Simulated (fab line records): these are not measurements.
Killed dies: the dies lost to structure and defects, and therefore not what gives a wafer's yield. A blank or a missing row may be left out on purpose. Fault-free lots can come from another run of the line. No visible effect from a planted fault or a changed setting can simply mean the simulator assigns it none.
The tool behind it: which one? :: flow gf180mcu :: 36 wafers sampled from 12 lots at 1 step of a route of 602

== WHAT THE GAUGES READ, wafer by wafer ==
GF_V3_RS_MEAS_24: measurement is done with a four-point probe.
lot: L254
measured: day 22 03:36
on: film metro-03
V3_W_RS (ohm/sq): 0.3290 0.3338 0.3290

lot: L255
measured: day 22 15:00
on: film metro-03
V3_W_RS (ohm/sq): 0.3298 0.3343 0.3323

lot: L256
measured: day 23 02:17
on: film metro-02
V3_W_RS (ohm/sq): 0.3296 0.3303 0.3278

lot: L257
measured: day 23 09:07
on: film metro-01
V3_W_RS (ohm/sq): 0.3269 0.3278 0.3287

lot: L258
measured: day 23 20:50
on: film metro-03
V3_W_RS (ohm/sq): 0.3291 0.3254 0.3286

lot: L262
measured: day 25 05:02
on: film metro-03
V3_W_RS (ohm/sq): 0.3283 0.3293 0.3258

lot: L265
measured: day 26 08:04
on: film metro-01
V3_W_RS (ohm/sq): 0.3256 0.3255 0.3271

lot: L267
measured: day 26 21:46
on: film metro-03
V3_W_RS (ohm/sq): 0.3323 0.3320 0.3319

lot: L269
measured: day 27 17:56
on: film metro-03
V3_W_RS (ohm/sq): 0.3289 0.3311 0.3279

lot: L271
measured: day 28 09:07
on: film metro-03
V3_W_RS (ohm/sq): 0.3255 0.3268 0.3263

lot: L272
measured: day 28 15:53
on: film metro-03
V3_W_RS (ohm/sq): 0.3264 0.3288 0.3303

lot: L273
measured: day 28 16:18
on: film metro-02
V3_W_RS (ohm/sq): 0.3283 0.3293 0.3305

== WHICH TOOL RAN EACH LOT (tool, then ch and the chambers of the sampled wafers, then the start) ==
The record holds no process step before these readings.

== AS READ BY THE TOOLS THEMSELVES (means over the sampled wafers that have a number; for cases with no such wafer, the mark the record gives instead) ==
The record holds no such reading with a usual standard deviation.

== THE ANSWER, worked out from the rows above alone ==
Rule: what is usual is taken from the lots themselves. Put in order of their means at a reading, lots are off if they are a third of the lots or fewer, leave a main group of 4 or more, and stand apart from it by a gap of 3 or more times the standard deviation of the main group's means; of several such gaps the widest counts. A main group is skipped when, at the precision printed for the reading in the tables above, its means are all equal. Also off: a lot with no number at a reading for which 4 or more lots have one. All remaining lots with rows at the step are treated as sound. The gauges are gone through in route order, then the tools' own readings, and for those a lot's mean is taken as printed above. At the first step where some lot is off, the reading lying furthest off is the one used; lots without a number count as furthest.
None of the lots is off at any reading shown; this tells nothing.

== WHAT WAS PUT IN BY THE SIMULATOR ==
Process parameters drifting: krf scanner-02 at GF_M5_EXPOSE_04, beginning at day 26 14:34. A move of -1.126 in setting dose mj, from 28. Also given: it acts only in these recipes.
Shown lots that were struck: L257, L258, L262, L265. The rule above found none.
